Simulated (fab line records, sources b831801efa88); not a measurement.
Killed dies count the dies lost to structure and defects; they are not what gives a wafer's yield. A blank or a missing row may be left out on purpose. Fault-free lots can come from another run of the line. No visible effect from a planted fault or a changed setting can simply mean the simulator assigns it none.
Matching of chambers | flow sky130 | 4 sister chambers for SKY_VIA2_CMP_02 on cmp-01
The step polishes SiO2. 4 wafers are shown with their chamber, then 7 later ones without.

## WAFERS WITH THEIR CHAMBER
wafer  | chamber | motorCurrentA (A)
L210.1 | 3       | 9.4
L210.6 | 0       | 13.4
L213.2 | 2       | 12.5
L213.3 | 1       | 11.2

## WAFERS WITHOUT THEIR CHAMBER
wafer  | motorCurrentA (A)
L213.4 | 13.0
L217.1 | 11.1
L217.2 | 9.3
L217.4 | 13.5
L221.1 | 13.1
L221.5 | 9.6
L221.6 | 13.4

## EACH ONE'S CHAMBER
wafer  | from the rows above     | in truth
L213.4 | can't be placed: 0 or 2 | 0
L217.1 | 1                       | 1
L217.2 | 3                       | 3
L217.4 | 0                       | 0
L221.1 | can't be placed: 0 or 2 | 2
L221.5 | 3                       | 3
L221.6 | 0                       | 0
Placed correctly: 5 of 7. Cannot be placed on the basis of these rows: 2; the candidates contain the true chamber in 2. Number placed wrongly: 0.
How it was worked out, from the rows above alone: a wafer's distance from a chamber is the root of the sum, over the readings, of the square of ((its reading less the chamber's mean) divided by the reading's scatter). If the next closest chamber is less than 2 further off than the closest, the wafer can't be placed; otherwise it belongs to the closest. Each chamber's mean is taken over the wafers shown for it. The scatter (one wafer shown for each chamber): square how far every hidden wafer sits from the nearest shown wafer, average those squares and take the square root.
